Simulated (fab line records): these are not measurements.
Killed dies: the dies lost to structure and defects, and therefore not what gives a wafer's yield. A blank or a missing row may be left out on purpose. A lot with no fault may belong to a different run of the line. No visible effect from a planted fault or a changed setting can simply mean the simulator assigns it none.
fab line records | flow sky130
[record] lots = 6 | wafers = 18 | last_day = 51
route steps=708 shown VIA4@645 METAL5@661 PAD_OPEN@708
lots with no fault: from the same line, run without faults
start_h: start of the lot's first displayed wafer, in hours after the record's first day | wait_h: hours since the lot's step before | " repeats the value in the row above | L1.1+2: a single row standing in for several wafers | - no value, or no start was given | * or withheld: withheld | < > ~ a bound
route shown NAME@n: NAME is a module with steps in the file, n the number in the route of the first one | usual: mean/standard deviation of fault-free wafers | same: alike in all rows | chamber/n: place in a boat | sites: the reading at each site | _std_site: the values' standard deviation | _edge_site: mean of outer sites minus mean of inner sites | radius_mm: how far each site lies from the wafer's centre | mask NAME#n: copy n | behind: the tool/chamber that last shaped the wafer | hold: reason for holding the lot/hours on hold/outcome of the hold | device: transistor that didn't switch, given as n, p or np | end of line: the same wafers' tests at the end of the route | a step with no rows: only its recipe | killed: dies that structure and defects cost at the first sort, which is not the same as the wafer's yield | map: a wafer's dies, marking killed ones x, the rest . and places with no die _
set.NAME: the setting the step ran with; set.NAME@STEP: the setting that earlier step ran with | model.NAME: the simulator's own value behind a step, which no gauge read
a table for each step, a row for each wafer; lots at some steps of the route
services: the hour from which a tool's chamber was out of use, counted from the record's first day as start_h (under 0 if before that day), plus the number of hours and why
[[steps]]
[step SKY_VIA4_COAT_06]
[recipe] resist = NOVOLAK | spin_rpm = 3000 | resist_thk_nm = 1140
[step SKY_VIA4_SOFTBAKE_07]
[recipe] temp_c = 90 | time_s = 60 | resist = NOVOLAK
[step SKY_VIA4_EXPOSE_08]
[recipe] mask_id = VIM4 | na = 0.6 | source_shape = conventional | sigma_outer = 0.6 | polarization = unpolarized | target_cd_nm = 800 | dose_mj = 132
[step SKY_VIA4_PEB_09]
[recipe] temp_c = withheld | time_s = * | resist = NOVOLAK
[step SKY_VIA4_DEVELOP_10]
[recipe] resist = NOVOLAK | developer = TMAH | develop_time_s = 60 | dev_temp_c = 23
[step SKY_VIA4_OVL_MEAS_11]
[usual] VIA4_OVL = 0.6/1.6
lot.wafer | tool       | chamber | start_h | wait_h | VIA4_OVL[nm]
L245.2    | overlay-02 | -       | 1006.66 | 0.1    | 1.5
L245.3    | "          | -       | "       | "      | 1.3
L245.6    | "          | -       | "       | "      | 1.5
L250.1    | overlay-02 | -       | 1041.85 | 0.1    | 2.4
L250.5    | "          | -       | "       | "      | 4.7
L250.6    | "          | -       | "       | "      | 5.5
L255.2    | overlay-01 | -       | 1073.39 | 0.1    | 0.2
L255.4    | "          | -       | "       | "      | 2.1
L255.5    | "          | -       | "       | "      | 0.3
L256.1    | overlay-01 | -       | 1081.84 | 0.1    | -1.0
L256.2    | "          | -       | "       | "      | -1.0
L256.6    | "          | -       | "       | "      | 0.2
L263.2    | overlay-02 | -       | 1117.81 | 0.1    | -0.7
L263.5    | "          | -       | "       | "      | -2.4
L263.6    | "          | -       | "       | "      | -0.7
L267.2    | overlay-01 | -       | 1160.04 | 0.1    | 0.0
L267.4    | "          | -       | "       | "      | -0.5
L267.5    | "          | -       | "       | "      | -1.3
[step SKY_VIA4_ETCH_12]
[recipe] target = SiO2 | chemistry = C4F8/O2/Ar | stop_on = TiN | mask_material = NOVOLAK | source_w = 1500 | bias_w = 1200 | pressure_mtorr = 40 | c4f8_flow_sccm = withheld | O2_flow_sccm = 6 | Ar_flow_sccm = 300 | time_s = withheld | target_depth_a = 5800
[usual] oes_product_au = 0.927/0.0049
lot.wafer | tool        | chamber | start_h | wait_h | oes_product_au
L245.2    | rie_diel-02 | 0       | 1006.69 | 0.0    | 0.923
L245.3    | "           | 1       | "       | "      | 0.922
L245.6    | "           | 2       | "       | "      | 0.921
L250.1    | rie_diel-02 | 1       | 1041.89 | 0.0    | 0.928
L250.5    | "           | 1       | "       | "      | 0.919
L250.6    | "           | 2       | "       | "      | 0.927
L255.2    | rie_diel-04 | 3       | 1073.42 | 0.0    | 0.929
L255.4    | "           | 2       | "       | "      | 0.931
L255.5    | "           | 3       | "       | "      | 0.932
L256.1    | rie_diel-02 | 2       | 1081.88 | 0.0    | 0.929
L256.2    | "           | 0       | "       | "      | 0.932
L256.6    | "           | 2       | "       | "      | 0.926
L263.2    | rie_diel-02 | 3       | 1117.84 | 0.0    | 0.936
L263.5    | "           | 1       | "       | "      | 0.928
L263.6    | "           | 0       | "       | "      | 0.919
L267.2    | rie_diel-04 | 3       | 1160.07 | 0.0    | 0.924
L267.4    | "           | 2       | "       | "      | 0.926
L267.5    | "           | 0       | "       | "      | 0.920
[step SKY_VIA4_STRIP_13]
[recipe] chemistry = O2/N2 | power_w = 1400 | pressure_mtorr = 1500 | platen_temp_c = withheld | o2_flow_sccm = 3000 | n2_flow_sccm = 300 | overash_fraction = 0.5
[usual] drypump_motor_current_A = 5.7/0.41 | oes_product_au = 0.710/0.0047 | strip_time_to_endpoint_s = 12.80/0.037
lot.wafer | tool            | chamber | start_h | wait_h | drypump_motor_current_A | oes_product_au | rf_hours_counter_h | strip_time_to_endpoint_s
L245.2    | plasma_asher-03 | 1       | 1006.76 | -      | 5.6                     | 0.709          | 118                | 12.80
L245.3    | "               | 1       | "       | "      | 5.6                     | 0.712          | -                  | 12.80
L245.6    | "               | 1       | "       | "      | 5.6                     | 0.709          | -                  | 12.79
L250.1    | plasma_asher-03 | 1       | 1041.96 | -      | 5.6                     | 0.702          | 121                | 12.77
L250.5    | "               | 1       | "       | "      | 5.6                     | 0.707          | -                  | 12.82
L250.6    | "               | 0       | "       | "      | 5.7                     | 0.706          | -                  | 12.81
L255.2    | plasma_asher-03 | 0       | 1073.50 | -      | 5.7                     | 0.715          | 1                  | 12.77
L255.4    | "               | 1       | "       | "      | 5.6                     | 0.712          | -                  | 12.78
L255.5    | "               | 0       | "       | "      | 5.7                     | 0.711          | -                  | 12.75
L256.1    | plasma_asher-01 | 1       | 1081.95 | -      | 6.2                     | 0.705          | 97                 | 12.77
L256.2    | "               | 0       | "       | "      | 5.3                     | 0.707          | 97                 | 12.79
L256.6    | "               | 1       | "       | "      | 6.2                     | 0.709          | -                  | 12.84
L263.2    | plasma_asher-01 | 0       | 1117.91 | -      | 5.3                     | 0.713          | 100                | 12.78
L263.5    | "               | 1       | "       | "      | 6.1                     | 0.704          | -                  | 12.87
L263.6    | "               | 0       | "       | "      | 5.3                     | 0.712          | -                  | 12.83
L267.2    | plasma_asher-01 | 0       | 1160.15 | -      | 5.3                     | 0.703          | 104                | 12.73
L267.4    | "               | 0       | "       | "      | 5.3                     | 0.703          | -                  | 12.79
L267.5    | "               | 0       | "       | "      | 5.3                     | 0.705          | -                  | 12.74
[step SKY_VIA4_STRIP_14]
[recipe] chemistry = post_etch_residue_remover | time_s = 1200 | temp_c = 72.5
[step SKY_VIA4_CLEAN_15]
[recipe] chemistry = IPA | time_s = 180 | temp_c = 25
[step SKY_VIA4_CLEAN_16]
[recipe] chemistry = O3/DIW | dry = n2_spin
[step SKY_VIA4_SPUTTER_17]
[recipe] material = TiN | target_thk_nm = 20 | chamber_pressure_pa = 5 | power_w = 4000 | time_s = 80
[usual] throttle_valve_pct = 30.0/1.2
[same] time_s = 80
lot.wafer | tool           | chamber | start_h | wait_h | throttle_valve_pct
L245.2    | pvd_sputter-01 | -       | 1007.42 | 0.0    | 29.9
L245.3    | "              | -       | "       | "      | 31.7
L245.6    | "              | -       | "       | "      | 31.4
L250.1    | pvd_sputter-04 | -       | 1042.90 | 0.0    | 29.6
L250.5    | "              | -       | "       | "      | 30.7
L250.6    | "              | -       | "       | "      | 28.7
L255.2    | pvd_sputter-02 | -       | 1074.09 | 0.0    | 29.7
L255.4    | "              | -       | "       | "      | 28.4
L255.5    | "              | -       | "       | "      | 29.7
L256.1    | pvd_sputter-04 | -       | 1082.54 | 0.0    | 30.3
L256.2    | "              | -       | "       | "      | 30.7
L256.6    | "              | -       | "       | "      | 30.9
L263.2    | pvd_sputter-01 | -       | 1118.54 | 0.0    | 29.8
L263.5    | "              | -       | "       | "      | 30.3
L263.6    | "              | -       | "       | "      | 30.9
L267.2    | pvd_sputter-01 | -       | 1160.74 | 0.0    | 31.7
L267.4    | "              | -       | "       | "      | 30.5
L267.5    | "              | -       | "       | "      | 31.5
[step SKY_VIA4_CVD_18]
[recipe] material = W | target_thk_nm = 505 | time_s = 152.14 | temp_c = 400 | pressure_torr = 40
[usual] chamber_pressure_Torr = 39.99/0.078 | heater_power_w = 826/42
lot.wafer | tool     | chamber | start_h | wait_h | chamber_pressure_Torr | heater_power_w | model.W_of_VIA4_CVD_18.thk_nm
L245.2    | cvd_w-02 | 1       | 1007.48 | 0.0    | 40.09                 | 844            | 498.4
L245.3    | "        | 1       | "       | "      | 40.06                 | 828            | 501
L245.6    | "        | 0       | "       | "      | 39.80                 | 811            | 506.9
L250.1    | cvd_w-02 | 0       | 1042.96 | 0.0    | 40.04                 | 812            | 501.6
L250.5    | "        | 1       | "       | "      | 39.96                 | 835            | 504.7
L250.6    | "        | 0       | "       | "      | 40.07                 | 805            | 498.2
L255.2    | cvd_w-02 | 0       | 1074.15 | 0.0    | 40.00                 | 801            | 370.7
L255.4    | "        | 0       | "       | "      | 40.02                 | 788            | 510.1
L255.5    | "        | 1       | "       | "      | 39.92                 | 845            | 500.8
L256.1    | cvd_w-02 | 1       | 1082.61 | 0.0    | 40.05                 | 832            | 501.4
L256.2    | "        | 0       | "       | "      | 40.02                 | 803            | 366.7
L256.6    | "        | 0       | "       | "      | 40.10                 | 787            | 501
L263.2    | cvd_w-01 | 1       | 1118.61 | 0.0    | 40.07                 | 896            | 513
L263.5    | "        | 0       | "       | "      | 39.97                 | 794            | 518.7
L263.6    | "        | 1       | "       | "      | 39.91                 | 889            | 510.6
L267.2    | cvd_w-01 | 0       | 1160.80 | 0.0    | 40.06                 | 774            | 505.6
L267.4    | "        | 0       | "       | "      | 39.99                 | 768            | 503.5
L267.5    | "        | 1       | "       | "      | 39.94                 | 911            | 502.6
[step SKY_VIA4_RS_MEAS_19]
[recipe] thk_meas_gauge = four-point-probe | reads = W_of_VIA4_CVD_18+TiN_of_VIA4_SPUTTER_17
[usual] VIA4_W_RS = 0.2266/0.0026
lot.wafer | tool          | chamber | start_h | wait_h | hold                     | VIA4_W_RS[ohm/sq]
L245.2    | film_metro-04 | -       | 1007.66 | 0.1    | -                        | 0.2296
L245.3    | "             | -       | "       | "      | -                        | 0.2280
L245.6    | "             | -       | "       | "      | -                        | 0.2255
L250.1    | film_metro-01 | -       | 1043.11 | 0.1    | -                        | 0.2279
L250.5    | "             | -       | "       | "      | -                        | 0.2269
L250.6    | "             | -       | "       | "      | -                        | 0.2300
L255.2    | film_metro-04 | -       | 1074.32 | 0.1    | await_dispo/0.2h/release | 0.3090
L255.4    | "             | -       | "       | "      | await_dispo/0.2h/release | 0.2241
L255.5    | "             | -       | "       | "      | await_dispo/0.2h/release | 0.2280
L255.2    | film_metro-04 | -       | 1074.61 | 0.3    | -                        | 0.3094
L255.4    | "             | -       | "       | "      | -                        | 0.2238
L255.5    | "             | -       | "       | "      | -                        | 0.2284
L256.1    | film_metro-01 | -       | 1082.76 | 0.1    | await_dispo/0.2h/release | 0.2282
L256.2    | "             | -       | "       | "      | await_dispo/0.2h/release | 0.3127
L256.6    | "             | -       | "       | "      | await_dispo/0.2h/release | 0.2287
L256.1    | film_metro-01 | -       | 1083.04 | 0.3    | -                        | 0.2286
L256.2    | "             | -       | "       | "      | -                        | 0.3135
L256.6    | "             | -       | "       | "      | -                        | 0.2284
L263.2    | film_metro-01 | -       | 1118.78 | 0.1    | -                        | 0.2231
L263.5    | "             | -       | "       | "      | -                        | 0.2209
L263.6    | "             | -       | "       | "      | -                        | 0.2245
L267.2    | film_metro-02 | -       | 1160.97 | 0.1    | -                        | 0.2262
L267.4    | "             | -       | "       | "      | -                        | 0.2269
L267.5    | "             | -       | "       | "      | -                        | 0.2275
[step SKY_VIA4_THK_MEAS_20]
[recipe] thk_meas_gauge = xrf | reads = W_of_VIA4_CVD_18
[usual] VIA4_W_THK = 499/6.5
lot.wafer | tool          | chamber | start_h | wait_h | hold                     | VIA4_W_THK[nm]
L245.2    | film_metro-04 | -       | 1007.77 | 0.1    | -                        | 488
L245.3    | "             | -       | "       | "      | -                        | 493
L245.6    | "             | -       | "       | "      | -                        | 498
L250.1    | film_metro-01 | -       | 1043.23 | 0.1    | -                        | 496
L250.5    | "             | -       | "       | "      | -                        | 503
L250.6    | "             | -       | "       | "      | -                        | 495
L255.2    | film_metro-04 | -       | 1075.54 | 0.9    | await_dispo/0.2h/release | 369
L255.4    | "             | -       | "       | "      | await_dispo/0.2h/release | 505
L255.5    | "             | -       | "       | "      | await_dispo/0.2h/release | 495
L255.2    | film_metro-04 | -       | 1075.77 | 0.2    | -                        | 368
L255.4    | "             | -       | "       | "      | -                        | 506
L255.5    | "             | -       | "       | "      | -                        | 496
L256.1    | film_metro-01 | -       | 1085.62 | 2.6    | await_dispo/0.2h/release | 495
L256.2    | "             | -       | "       | "      | await_dispo/0.2h/release | 362
L256.6    | "             | -       | "       | "      | await_dispo/0.2h/release | 496
L256.1    | film_metro-01 | -       | 1085.94 | 0.3    | -                        | 495
L256.2    | "             | -       | "       | "      | -                        | 363
L256.6    | "             | -       | "       | "      | -                        | 497
L263.2    | film_metro-01 | -       | 1118.89 | 0.1    | -                        | 509
L263.5    | "             | -       | "       | "      | -                        | 518
L263.6    | "             | -       | "       | "      | -                        | 508
L267.2    | film_metro-02 | -       | 1161.08 | 0.1    | -                        | 503
L267.4    | "             | -       | "       | "      | -                        | 503
L267.5    | "             | -       | "       | "      | -                        | 502
[step SKY_VIA4_CMP_21]
[recipe] stop_on = SiO2 | t_overpolish_s = 25 | down_force_psi = 3.5 | platen_rpm = 60 | target_thk_nm = 0 | pad_velocity_m_s = 0.94248
[usual] motor_current_A = 11.0/0.87 | time_to_endpoint_s = 125/4.9
lot.wafer | tool   | chamber | start_h | wait_h | hold                     | motor_current_A | time_to_endpoint_s
L245.3    | cmp-01 | 0       | 1007.96 | 0.2    | -                        | 10.9            | 127
L245.2    | "      | 3       | "       | "      | -                        | 10.3            | 123
L245.6    | "      | 1       | "       | "      | -                        | 13.0            | 135
L250.1    | cmp-02 | 0       | 1043.62 | 0.4    | -                        | 9.7             | 128
L250.6    | "      | 1       | "       | "      | -                        | 10.3            | 119
L250.5    | "      | 2       | "       | "      | -                        | 11.5            | 130
L255.2    | cmp-01 | 3       | 1078.02 | 2.2    | await_dispo/2.2h/release | 9.8             | 93
L255.4    | "      | 0       | "       | "      | await_dispo/2.2h/release | 10.7            | 122
L255.5    | "      | 3       | "       | "      | await_dispo/2.2h/release | 9.6             | 121
L256.1    | cmp-02 | 3       | 1089.08 | 3.1    | await_dispo/2.9h/release | 11.3            | 122
L256.2    | "      | 0       | "       | "      | await_dispo/2.9h/release | 10.0            | 91
L256.6    | "      | 0       | "       | "      | await_dispo/2.9h/release | 9.8             | 125
L263.2    | cmp-01 | 1       | 1119.09 | 0.2    | -                        | 12.8            | 130
L263.5    | "      | 2       | "       | "      | -                        | 11.7            | 129
L263.6    | "      | 3       | "       | "      | -                        | 9.8             | 124
L267.2    | cmp-01 | 1       | 1161.36 | 0.3    | -                        | 12.1            | 129
L267.4    | "      | 2       | "       | "      | -                        | 11.1            | 118
L267.5    | "      | 1       | "       | "      | -                        | 11.8            | 129
[step SKY_METAL5_SPUTTER_00]
[recipe] material = Ti | target_thk_nm = 15 | power_w = 3000 | time_s = 10 | chamber_pressure_pa = 0.4
[usual] throttle_valve_pct = 30.5/0.84
[same] time_s = 10
lot.wafer | tool           | chamber | start_h | wait_h | throttle_valve_pct
L245.2    | pvd_sputter-04 | -       | 1008.26 | 0.1    | 29.8
L245.3    | "              | -       | "       | "      | 30.4
L245.6    | "              | -       | "       | "      | 29.8
L250.1    | pvd_sputter-01 | -       | 1043.77 | 0.1    | 31.0
L250.5    | "              | -       | "       | "      | 29.9
L250.6    | "              | -       | "       | "      | 30.5
L255.2    | pvd_sputter-01 | -       | 1078.32 | 0.2    | 31.5
L255.4    | "              | -       | "       | "      | 31.4
L255.5    | "              | -       | "       | "      | 31.7
L256.1    | pvd_sputter-03 | -       | 1089.38 | 0.2    | 30.4
L256.2    | "              | -       | "       | "      | 30.8
L256.6    | "              | -       | "       | "      | 30.5
L263.2    | pvd_sputter-01 | -       | 1119.24 | 0.1    | 30.1
L263.5    | "              | -       | "       | "      | 31.0
L263.6    | "              | -       | "       | "      | 31.7
L267.2    | pvd_sputter-01 | -       | 1161.61 | 0.2    | 30.6
L267.4    | "              | -       | "       | "      | 31.6
L267.5    | "              | -       | "       | "      | 30.9
[step SKY_PAD_OPEN_PROBE_99]
[usual] defect_limited_yield = 82.6/1.8 | killed_at_M0_to_M3 = 43/6.5 | killed_at_M4_up = 3.1/1.8 | killed_at_contacts = 24/5.6 | killed_at_front_end = 15/4.2 | killed_at_other = 0.3/0.5 | killed_dies = 86/8.9 | killed_open = 47/6.9 | killed_short = 39/5.9 | sort_bin_3_pad_short = 0.9/0.39 | sort_bin_5_function = 10.4/1.6 | sort_bin_6_memory = 6.2/1 | sort_n_pass = 406/8.9 | sort_yield_pct = 82.6/1.8
[same] gross_dies = 492 | killed_at_back_side = 0 | sort_bin_4_leakage[%] = 0 | sort_bin_8_speed[%] = 0
lot.wafer | tool      | chamber | start_h | wait_h | defect_limited_yield[%] | killed_at_M0_to_M3 | killed_at_M4_up | killed_at_contacts | killed_at_front_end | killed_at_other | killed_dies | killed_open | killed_short | sort_bin_3_pad_short[%] | sort_bin_5_function[%] | sort_bin_6_memory[%] | sort_n_pass | sort_yield_pct[%]
L255.2    | prober-01 | -       | 1136.65 | 0.1    | 79.5                    | 51                 | 3               | 30                 | 17                  | 0               | 101         | 53          | 48           | 1.2                     | 12.6                   | 6.7                  | 391         | 79.5
L255.4    | prober-01 | -       | 1136.75 | 0.2    | 82.7                    | 36                 | 1               | 26                 | 21                  | 1               | 85          | 45          | 40           | 0.6                     | 10.0                   | 6.7                  | 407         | 82.7
L255.5    | prober-01 | -       | 1136.80 | 0.2    | 82.9                    | 49                 | 1               | 21                 | 13                  | 0               | 84          | 47          | 37           | 0.4                     | 11.0                   | 5.7                  | 408         | 82.9
L256.1    | prober-02 | -       | 1145.28 | 0.1    | 83.3                    | 33                 | 5               | 24                 | 19                  | 1               | 82          | 46          | 36           | 0.8                     | 10.4                   | 5.5                  | 410         | 83.3
L256.2    | prober-02 | -       | 1145.33 | 0.1    | 83.3                    | 48                 | 6               | 19                 | 9                   | 0               | 82          | 41          | 41           | 1.6                     | 10.4                   | 4.7                  | 410         | 83.3
L256.6    | prober-02 | -       | 1145.53 | 0.2    | 83.5                    | 39                 | 2               | 26                 | 14                  | 0               | 81          | 46          | 35           | 0.8                     | 10.4                   | 5.3                  | 411         | 83.5
// killed by level:class
L255.2 CONTACT:geometric_particle:open=16 POLY_GATE:geometric_particle:open=9 VIA2:geometric_particle:short=9 VIA1:geometric_particle:short=7 VIA3:geometric_particle:open=7 LI_CONTACT:geometric_particle:short=6 METAL2:geometric_particle:short=6 VIA2:geometric_particle:open=6
L255.4 VIA2:geometric_particle:open=11 CONTACT:geometric_particle:open=6 CONTACT:geometric_particle:short=5 POLY_GATE:geometric_particle:short=5 POLY_GATE:geometric_particle:open=5 LI_CONTACT:geometric_particle:open=5 LOCAL_INTERCONNECT:geometric_particle:short=5 FIELD_ISO:geometric_particle:open=4
L255.5 CONTACT:geometric_particle:open=13 VIA1:geometric_particle:open=13 VIA2:geometric_particle:open=8 METAL1:geometric_particle:short=7 METAL2:geometric_particle:short=6 VIA2:geometric_particle:short=5 POLY_GATE:geometric_particle:open=4 POLY_GATE:geometric_particle:short=4
L256.1 VIA1:geometric_particle:open=9 CONTACT:geometric_particle:open=9 METAL2:geometric_particle:short=7 FIELD_ISO:geometric_particle:open=6 VIA3:geometric_particle:open=6 FIELD_ISO:geometric_particle:short=5 LI_CONTACT:geometric_particle:open=5 POLY_GATE:geometric_particle:open=4
L256.2 CONTACT:geometric_particle:open=9 VIA3:geometric_particle:open=8 VIA1:geometric_particle:open=7 METAL2:geometric_particle:short=7 VIA2:geometric_particle:open=6 VIA2:geometric_particle:short=5 LI_CONTACT:geometric_particle:open=4 METAL3:geometric_particle:short=4
L256.6 VIA1:geometric_particle:open=11 CONTACT:geometric_particle:open=9 VIA2:geometric_particle:open=8 CONTACT:geometric_particle:short=6 POLY_GATE:geometric_particle:short=5 LI_CONTACT:geometric_particle:open=4 LOCAL_INTERCONNECT:geometric_particle:short=4 VIA3:geometric_particle:open=4
[[services]]
tool            | chamber | start_h | hours | kind
rie_diel-04     | 3       | 982.81  | 5.2   | repair
cmp-02          | -       | 983.91  | 6.3   | repair
rie_diel-02     | 0       | 983.98  | 4.4   | repair
pvd_sputter-01  | -       | 991.89  | 2.2   | repair
cvd_w-02        | 1       | 996.18  | 4.7   | repair
cmp-01          | -       | 996.53  | 0.6   | repair
rie_diel-04     | 3       | 1000.13 | 8.5   | repair
cmp-01          | -       | 1008.26 | 9.0   | pm
plasma_asher-01 | -       | 1017.28 | 7.1   | repair
cmp-01          | -       | 1039.18 | 6.3   | pm
rie_diel-02     | 2       | 1042.54 | 4.2   | repair
plasma_asher-03 | -       | 1055.25 | 9.0   | pm
rie_diel-04     | -       | 1064.95 | 2.8   | pm
rie_diel-02     | -       | 1073.10 | 0.8   | repair
rie_diel-02     | -       | 1084.19 | 0.2   | repair
cmp-01          | -       | 1089.54 | 4.9   | pm
plasma_asher-01 | -       | 1091.58 | 9.4   | repair
plasma_asher-01 | -       | 1135.91 | 3.6   | repair
cvd_w-02        | 1       | 1138.30 | 23.0  | repair
plasma_asher-01 | -       | 1144.36 | 1.1   | repair
cvd_w-02        | -       | 1145.89 | 6.9   | pm
cmp-01          | -       | 1147.75 | 0.4   | repair
rie_diel-02     | -       | 1152.91 | 59.2  | repair
rie_diel-02     | -       | 1153.19 | 1.1   | repair
[[key]]
[first_sign] step = SKY_VIA4_RS_MEAS_19 | reading = visit | direction = added
[effect] step = SKY_VIA4_RS_MEAS_19 | reading = VIA4_W_RS | direction = up | sigmas = 33 | usual = 0.2266 | struck = 0.3109
[effect] step = SKY_VIA4_THK_MEAS_20 | reading = visit | direction = added
[effect] step = SKY_VIA4_THK_MEAS_20 | reading = VIA4_W_THK | direction = down | sigmas = 20 | usual = 499 | struck = 366
[effect] step = SKY_VIA4_CMP_21 | reading = time_to_endpoint_s | direction = down | sigmas = 6.7 | usual = * | struck = *
[model_effect] step = SKY_VIA4_CVD_18 | value = W_of_VIA4_CVD_18.thk_nm | without = 503.6 | struck = 368.7
met_at SKY_VIA4_CVD_18
struck_wafers L255.2,L256.2
onset_between 1042.96 1074.15
[fault] kind = process_parameter_drift | tool = cvd_w-02 | chamber = - | onset_h = 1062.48 | steps = SKY_VIA4_CVD_18 | channel = target_thk_nm | offset = -134.95 | shape = step | end_h = 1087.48 | scope = struck_wafers_only | acts_in = these_recipes_only | stated = 505
